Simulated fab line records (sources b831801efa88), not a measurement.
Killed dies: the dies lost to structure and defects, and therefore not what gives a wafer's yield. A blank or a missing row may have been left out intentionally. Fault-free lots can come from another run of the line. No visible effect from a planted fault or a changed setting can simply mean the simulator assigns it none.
The tool behind it: which one? / flow gf180mcu / 13 lots, 39 wafers sampled, at 4 steps of a route of 602

## WHAT THE GAUGES SHOWED, per wafer
GF_HV_LDD_TW_MEAS_11.
lot=L972; measured=day 10 05:40; on=film metro-01; HV_LDD_TW=2430 2432 2424
lot=L973; measured=day 10 09:58; on=film metro-03; HV_LDD_TW=2369 2368 2349
lot=L974; measured=day 10 17:51; on=film metro-02; HV_LDD_TW=2434 2419 2413
lot=L975; measured=day 11 09:00; on=film metro-03; HV_LDD_TW=2327 2341 2332
lot=L976; measured=day 11 15:34; on=film metro-03; HV_LDD_TW=2335 2350 2339
lot=L977; measured=day 11 23:44; on=film metro-02; HV_LDD_TW=2429 2434 2431
lot=L978; measured=day 12 10:31; on=film metro-03; HV_LDD_TW=2361 2357 2344
lot=L986; measured=day 14 17:24; on=film metro-02; HV_LDD_TW=2415 2421 2403
lot=L987; measured=day 15 00:04; on=film metro-03; HV_LDD_TW=2339 2333 2323
lot=L988; measured=day 15 05:28; on=film metro-03; HV_LDD_TW=2349 2340 2343
lot=L991; measured=day 16 08:52; on=film metro-02; HV_LDD_TW=2427 2429 2436
lot=L993; measured=day 16 23:06; on=film metro-01; HV_LDD_TW=2422 2433 2419
lot=L995; measured=day 17 17:39; on=film metro-03; HV_LDD_TW=2354 2348 2352

GF_HV_LDD_RS_MEAS_53: measurement is done with a four-point probe.
lot=L972; measured=day 12 17:53; on=film metro-03; HV_LDD_RS (ohm/sq)=416.4 417.1 417.1
lot=L973; measured=day 12 23:08; on=film metro-01; HV_LDD_RS (ohm/sq)=419.7 419.3 420.2
lot=L974; measured=day 13 04:37; on=film metro-01; HV_LDD_RS (ohm/sq)=418.3 419.3 419.5
lot=L975; measured=day 13 22:50; on=film metro-01; HV_LDD_RS (ohm/sq)=421.4 420.5 421.2
lot=L976; measured=day 14 04:52; on=film metro-02; HV_LDD_RS (ohm/sq)=416.9 417.3 416.8
lot=L977; measured=day 14 15:11; on=film metro-03; HV_LDD_RS (ohm/sq)=416.8 416.7 415.4
lot=L978; measured=day 15 01:54; on=film metro-03; HV_LDD_RS (ohm/sq)=418.6 418.9 418.7
lot=L986; measured=day 17 14:42; on=film metro-01; HV_LDD_RS (ohm/sq)=418.0 417.6 418.6
lot=L987; measured=day 17 21:53; on=film metro-02; HV_LDD_RS (ohm/sq)=374.0 374.7 373.7
lot=L988; measured=day 18 05:01; on=film metro-01; HV_LDD_RS (ohm/sq)=374.3 373.9 374.0
lot=L991; measured=day 19 08:32; on=film metro-03; HV_LDD_RS (ohm/sq)=419.1 418.6 419.6
lot=L993; measured=day 19 23:44; on=film metro-02; HV_LDD_RS (ohm/sq)=418.3 418.0 419.1
lot=L995; measured=day 20 20:38; on=film metro-01; HV_LDD_RS (ohm/sq)=418.6 419.1 417.2

GF_M1_CD_MEAS_14 targets a cd of 230 nm.
lot=L972; measured=day 17 12:51; on=cd sem-02; cd nm (nm)=230.6 230.1 230.2
lot=L973; measured=day 17 19:19; on=cd sem-02; cd nm (nm)=230.4 231.2 229.7
lot=L974; measured=day 18 00:27; on=cd sem-01; cd nm (nm)=230.1 230.1 231.2
lot=L975; measured=day 18 21:12; on=cd sem-02; cd nm (nm)=231.0 231.2 230.5
lot=L976; measured=day 19 06:40; on=cd sem-01; cd nm (nm)=229.8 232.1 231.6
lot=L977; measured=day 19 18:46; on=cd sem-01; cd nm (nm)=231.5 231.3 231.4
lot=L978; measured=day 20 04:00; on=cd sem-01; cd nm (nm)=229.2 229.7 229.5
lot=L986; measured=day 22 23:01; on=cd sem-02; cd nm (nm)=231.9 231.4 230.2
lot=L987; measured=day 23 05:20; on=cd sem-01; cd nm (nm)=230.5 230.2 229.1
lot=L988; measured=day 23 10:35; on=cd sem-01; cd nm (nm)=230.3 230.2 230.6
lot=L991; measured=day 24 11:13; on=cd sem-02; cd nm (nm)=228.5 227.3 227.6
lot=L993; measured=day 25 03:19; on=cd sem-01; cd nm (nm)=230.6 232.0 232.4
lot=L995; measured=day 26 01:59; on=cd sem-02; cd nm (nm)=229.7 230.3 229.4

## EACH LOT AND THE TOOL THAT RAN IT (in order: tool; ch and the chambers of the sampled wafers; start)
lot=L972; GF_HV_LDD_IMPLANT_35=implanter-01 ch 0, day 11 20:57
lot=L973; GF_HV_LDD_IMPLANT_35=implanter-01 ch 0, day 12 01:29
lot=L974; GF_HV_LDD_IMPLANT_35=implanter-01 ch 0, day 12 08:32
lot=L975; GF_HV_LDD_IMPLANT_35=implanter-02 ch 0, day 13 00:57
lot=L976; GF_HV_LDD_IMPLANT_35=implanter-01 ch 0, day 13 08:00
lot=L977; GF_HV_LDD_IMPLANT_35=implanter-01 ch 0, day 13 17:12
lot=L978; GF_HV_LDD_IMPLANT_35=implanter-01 ch 0, day 14 03:53
lot=L986; GF_HV_LDD_IMPLANT_35=implanter-04 ch 0, day 16 14:43
lot=L987; GF_HV_LDD_IMPLANT_35=implanter-01 ch 0, day 16 21:23
lot=L988; GF_HV_LDD_IMPLANT_35=implanter-01 ch 0, day 17 04:22
lot=L991; GF_HV_LDD_IMPLANT_35=implanter-04 ch 0, day 18 08:18
lot=L993; GF_HV_LDD_IMPLANT_35=implanter-04 ch 0, day 18 23:26
lot=L995; GF_HV_LDD_IMPLANT_35=implanter-04 ch 0, day 19 18:43
- GF_HV_LDD_IMPLANT_35

## WHAT THE TOOLS THEMSELVES READ (means of the sampled wafers that have a number; where no wafer has one, the mark that the record gives instead)
GF_HV_LDD_IMPLANT_35.
lot=L972; tool=implanter-01; dose ions cm2=7.492e+12; rotation deg (degrees)=180.03; tilt deg (degrees)=30.008
lot=L973; tool=implanter-01; dose ions cm2=7.494e+12; rotation deg (degrees)=180.01; tilt deg (degrees)=29.994
lot=L974; tool=implanter-01; dose ions cm2=7.495e+12; rotation deg (degrees)=179.97; tilt deg (degrees)=29.998
lot=L975; tool=implanter-02; dose ions cm2=7.506e+12; rotation deg (degrees)=179.97; tilt deg (degrees)=30.044
lot=L976; tool=implanter-01; dose ions cm2=7.502e+12; rotation deg (degrees)=179.99; tilt deg (degrees)=29.998
lot=L977; tool=implanter-01; dose ions cm2=7.497e+12; rotation deg (degrees)=179.95; tilt deg (degrees)=30.014
lot=L978; tool=implanter-01; dose ions cm2=7.505e+12; rotation deg (degrees)=179.97; tilt deg (degrees)=30.020
lot=L986; tool=implanter-04; dose ions cm2=7.494e+12; rotation deg (degrees)=180.02; tilt deg (degrees)=30.015
lot=L987; tool=implanter-01; dose ions cm2=7.509e+12; rotation deg (degrees)=180.00; tilt deg (degrees)=-0.019
lot=L988; tool=implanter-01; dose ions cm2=7.509e+12; rotation deg (degrees)=179.99; tilt deg (degrees)=0.024
lot=L991; tool=implanter-04; dose ions cm2=7.495e+12; rotation deg (degrees)=179.98; tilt deg (degrees)=30.016
lot=L993; tool=implanter-04; dose ions cm2=7.495e+12; rotation deg (degrees)=179.99; tilt deg (degrees)=30.021
lot=L995; tool=implanter-04; dose ions cm2=7.494e+12; rotation deg (degrees)=180.00; tilt deg (degrees)=29.990

## THE ANSWER, worked out from the rows above alone
Rule: the lots themselves supply what counts as usual. The widest of any qualifying gaps counts: lots, ordered by their means at a reading, are off when they make up no more than a third of the lots, leave a main group of 4 or more, and stand apart from it by 3 or more times the standard deviation of that group's means. A main group is skipped when, at the precision printed for the reading in the tables above, its means are all equal. Also off: a lot with no number at a reading for which 4 or more lots have one. The other lots that the step has rows for count as sound. The gauges are gone through in route order, then the tools' own readings, and for those a lot's mean is taken as printed above. At the first step where some lot is off, the reading lying furthest off is the one used; lots without a number count as furthest.
Off: L987, L988, at GF_HV_LDD_RS_MEAS_53 (HV_LDD_RS). For the main group the mean is 418.4 ohm/sq and the standard deviation 1.3.
A tool fits if, at a process step before that reading, it ran every lot that is off, and no sound lot after the first of them. The gauges at GF_HV_LDD_RS_MEAS_53 aren't tried: what is off there is off at GF_HV_LDD_IMPLANT_35 too, on other tools, and a gauge's error can't cause that. One fits: GF_HV_LDD_IMPLANT_35 on implanter-01. Its last sound lot is L978 (day 14 03:53), its first lot that is off L987 (day 16 21:23): a fault that began between those two fits.
The tool's own readings at GF_HV_LDD_IMPLANT_35 bear it out: on the lots that are off they differ by more than 5 times the standard deviation of the sound lots' means. tilt deg reads 0.003 degrees there against 30.011 degrees on the sound lots.

## WHAT THE SIMULATOR HAD PUT IN
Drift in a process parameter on implanter-01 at GF_HV_LDD_IMPLANT_35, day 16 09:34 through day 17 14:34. Setting tilt deg, moved by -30, from 30. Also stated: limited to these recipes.
Struck lots among those shown: L987, L988. The same result came from the rule above.
